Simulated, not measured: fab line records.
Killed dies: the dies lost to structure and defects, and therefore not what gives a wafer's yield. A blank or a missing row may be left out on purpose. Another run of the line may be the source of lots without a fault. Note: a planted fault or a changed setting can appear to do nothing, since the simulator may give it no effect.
fab line records | flow sky130
record: lots: 14 | wafers: 42 | lastDay: 50
route steps=708 shown SONOS_TUNNEL@163
lots untouched by any fault: they come from a run of this same line in which no faults occurred
startH: the number of hours between the record's first day and the start of the first shown wafer of the lot | waitH: time in hours since the lot's previous step | " the same as in the row above | L1.1+2: one row covering several wafers at once | - either no value or no given start | * or withheld: withheld | < > ~ a bound
route shown NAME@n: names a module that has steps shown in the file, with the first one's number in the route | usual: the fault-free wafers' mean and standard deviation | same: alike in all rows | chamber/n: place in a boat | sites: per-site readings | _std_site: their standard deviation | _edge_site: the outer-site mean with the inner-site mean subtracted | radiusMm: how far each site lies from the wafer's centre | mask NAME#n: copy n | behind: the last tool/chamber to shape the wafer | hold: reason for holding the lot/hours on hold/outcome of the hold | device: whichever transistor did not switch (one of n, p or np) | end of line: the same wafers' tests at the end of the route | a step with no rows: only its recipe | killed: at the first sort, the dies lost to defects and structure; wafer yield is something else | map: shows each die of a wafer: x if killed, . if not, _ if none is there
set.NAME: the run value of the setting; set.NAME@STEP: its run value at that earlier step | model.NAME: the simulator's own value behind a step, which no gauge read
steps of the route over a sample of lots; a table a step, a row a wafer
services: from which hour (startH, from the record's first day; less than 0 if before it) a tool's chamber was out of use, for how many hours, and why
== steps ==
step: SKY_SONOS_TUNNEL_IMPLANT_09
recipe: species: B | energyKev: 20 | doseCm2: 1e+12 | tiltDeg: withheld
usual: beamEnergyKeV: 20.001/0.0064 | beamOnS: 10.01/0.17 | faradayCurrentUA: 5.64/0.097
lot.wafer | tool         | chamber | startH | waitH | beamEnergyKeV | beamOnS | faradayCurrentUA
L552.1    | implanter-04 | 0       | 244.62 | 0.0   | 20.011        | 9.69    | 5.81
L552.4    | "            | 0       | "      | "     | 19.993        | 10.05   | 5.61
L552.6    | "            | 0       | "      | "     | 20.004        | 10.03   | 5.64
L553.1    | implanter-04 | 0       | 254.15 | 0.0   | 20.000        | 10.04   | 5.64
L553.3    | "            | 0       | "      | "     | 19.993        | 10.11   | 5.56
L553.4    | "            | 0       | "      | "     | 20.002        | 10.04   | 5.63
L554.2    | implanter-04 | 0       | 265.20 | 0.0   | 20.004        | 10.47   | 5.36
L554.5    | "            | 0       | "      | "     | 20.005        | 10.20   | 5.53
L554.6    | "            | 0       | "      | "     | 20.004        | 10.24   | 5.48
L556.1    | implanter-02 | -       | 274.05 | 0.0   | -             | -       | -
L556.3    | "            | -       | "      | "     | -             | -       | -
L556.5    | "            | -       | "      | "     | -             | -       | -
L557.2    | implanter-01 | -       | 281.48 | 0.0   | -             | -       | -
L557.3    | "            | -       | "      | "     | -             | -       | -
L557.4    | "            | -       | "      | "     | -             | -       | -
L566.2    | implanter-01 | 0       | 355.52 | 0.0   | 20.008        | 10.24   | 5.49
L566.3    | "            | 0       | "      | "     | 20.003        | 10.52   | 5.34
L566.4    | "            | 0       | "      | "     | 19.998        | 9.86    | 5.73
L567.2    | implanter-02 | 0       | 362.62 | 0.0   | 19.996        | 9.89    | 5.68
L567.3    | "            | 0       | "      | "     | 19.996        | 10.16   | 5.57
L567.6    | "            | 0       | "      | "     | 19.999        | 10.25   | 5.47
L568.2    | implanter-02 | 0       | 373.32 | 0.0   | 20.001        | 10.27   | 5.52
L568.4    | "            | 0       | "      | "     | 20.011        | 10.24   | 5.47
L568.5    | "            | 0       | "      | "     | 20.009        | 10.02   | 5.61
L569.1    | implanter-04 | 0       | 380.75 | 0.0   | 20.005        | 9.98    | 5.62
L569.3    | "            | 0       | "      | "     | 20.004        | 9.92    | 5.67
L569.6    | "            | 0       | "      | "     | 20.005        | 9.88    | 5.73
L570.1    | implanter-01 | 0       | 385.42 | 0.0   | 20.012        | 10.04   | 5.65
L570.2    | "            | 0       | "      | "     | 20.010        | 9.67    | 5.84
L570.4    | "            | 0       | "      | "     | 20.015        | 10.28   | 5.46
L571.1    | implanter-01 | 0       | 402.50 | 0.0   | 19.990        | 10.02   | 5.62
L571.2    | "            | 0       | "      | "     | 20.001        | 9.62    | 5.88
L571.5    | "            | 0       | "      | "     | 19.999        | 9.97    | 5.66
L572.3    | implanter-02 | 0       | 412.29 | 0.1   | 20.002        | 9.83    | 5.73
L572.5    | "            | 0       | "      | "     | 20.010        | 10.00   | 5.63
L572.6    | "            | 0       | "      | "     | 20.008        | 9.93    | 5.66
L573.1    | implanter-01 | 0       | 420.02 | 0.0   | 20.004        | 9.85    | 5.74
L573.3    | "            | 0       | "      | "     | 19.996        | 10.20   | 5.53
L573.6    | "            | 0       | "      | "     | 19.996        | 10.29   | 5.47
L574.1    | implanter-04 | 0       | 438.80 | 0.0   | 20.002        | 9.86    | 5.72
L574.2    | "            | 0       | "      | "     | 20.010        | 9.84    | 5.75
L574.4    | "            | 0       | "      | "     | 19.998        | 9.97    | 5.68
step: SKY_SONOS_TUNNEL_TW_MEAS_12
usual: SONOS_TUNNEL_TW: 196.7/2.4
lot.wafer | tool         | chamber | startH | waitH | SONOS_TUNNEL_TW
L552.1    | filmMetro-01 | -       | 245.03 | 0.0   | 194.5
L552.4    | "            | -       | "      | "     | 194.0
L552.6    | "            | -       | "      | "     | 195.8
L553.1    | filmMetro-01 | -       | 254.56 | 0.0   | 195.3
L553.3    | "            | -       | "      | "     | 195.4
L553.4    | "            | -       | "      | "     | 194.6
L554.2    | filmMetro-02 | -       | 265.61 | 0.0   | 198.5
L554.5    | "            | -       | "      | "     | 199.1
L554.6    | "            | -       | "      | "     | 198.6
L556.1    | filmMetro-02 | -       | 274.49 | 0.0   | 30.2
L556.3    | "            | -       | "      | "     | 30.1
L556.5    | "            | -       | "      | "     | 30.1
L557.2    | filmMetro-01 | -       | 282.11 | 0.0   | 29.5
L557.3    | "            | -       | "      | "     | 29.4
L557.4    | "            | -       | "      | "     | 29.3
L566.2    | filmMetro-01 | -       | 356.00 | 0.0   | 194.4
L566.3    | "            | -       | "      | "     | 194.2
L566.4    | "            | -       | "      | "     | 193.8
L567.2    | filmMetro-01 | -       | 363.10 | 0.0   | 194.1
L567.3    | "            | -       | "      | "     | 194.2
L567.6    | "            | -       | "      | "     | 193.4
L568.2    | filmMetro-02 | -       | 373.72 | 0.0   | 197.5
L568.4    | "            | -       | "      | "     | 198.6
L568.5    | "            | -       | "      | "     | 198.5
L569.1    | filmMetro-02 | -       | 381.17 | 0.0   | 197.6
L569.3    | "            | -       | "      | "     | 197.6
L569.6    | "            | -       | "      | "     | 198.8
L570.1    | filmMetro-01 | -       | 385.85 | 0.0   | 195.0
L570.2    | "            | -       | "      | "     | 193.7
L570.4    | "            | -       | "      | "     | 193.8
L571.1    | filmMetro-04 | -       | 402.92 | 0.0   | 199.7
L571.2    | "            | -       | "      | "     | 199.1
L571.5    | "            | -       | "      | "     | 199.6
L572.3    | filmMetro-01 | -       | 412.68 | 0.0   | 194.4
L572.5    | "            | -       | "      | "     | 193.3
L572.6    | "            | -       | "      | "     | 193.9
L573.1    | filmMetro-02 | -       | 420.43 | 0.0   | 196.9
L573.3    | "            | -       | "      | "     | 198.1
L573.6    | "            | -       | "      | "     | 197.5
L574.1    | filmMetro-04 | -       | 439.21 | 0.0   | 199.8
L574.2    | "            | -       | "      | "     | 199.8
L574.4    | "            | -       | "      | "     | 199.5
== services ==
tool         | chamber | startH | hours | kind
implanter-04 | -       | 282.72 | 1.0   | repair
implanter-02 | -       | 293.91 | 5.0   | repair
implanter-01 | -       | 299.16 | 11.1  | repair
implanter-01 | -       | 320.94 | 1.7   | repair
implanter-02 | -       | 330.54 | 1.4   | repair
implanter-02 | -       | 331.31 | 1.2   | repair
implanter-02 | -       | 332.39 | 1.3   | repair
implanter-02 | -       | 403.34 | 5.1   | pm
implanter-04 | -       | 429.51 | 4.5   | repair
== key ==
firstSign: step: SKY_SONOS_TUNNEL_IMPLANT_09 | reading: toolRecord | direction: missing
effect: step: SKY_SONOS_TUNNEL_TW_MEAS_12 | reading: SONOS_TUNNEL_TW | direction: down | sigmas: 68 | usual: 196.7 | struck: 29.8
metAt SKY_SONOS_TUNNEL_IMPLANT_09
struckLots L556,L557
laterRowsLeftOut L556.1,L556.3,L556.5,L557.2,L557.3,L557.4
sortLeftOut L556.1,L556.3,L556.5,L557.2,L557.3,L557.4
testerLeftOut L556,L557
fault: kind: skippedStepWhole | tool: implanter-01,implanter-02 | chamber: - | onsetH: 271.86 | steps: SKY_SONOS_TUNNEL_IMPLANT_09 | scope: struckLotsOnly
testerLeftOut: of these lots the tester's yield and bins aren't shown, on N5 and GAA mostly nor the transistor test; their killed dies are dies lost to structure and defects alone, not to doping, threshold or leakage, so they don't give the yield
sortLeftOut: the simulated sort isn't trusted on such a fault, so these wafers' sort isn't shown, and their yield isn't known
laterRowsLeftOut: the simulator's readings of these wafers behind a module that went badly wrong aren't trusted and aren't shown, but for the sort
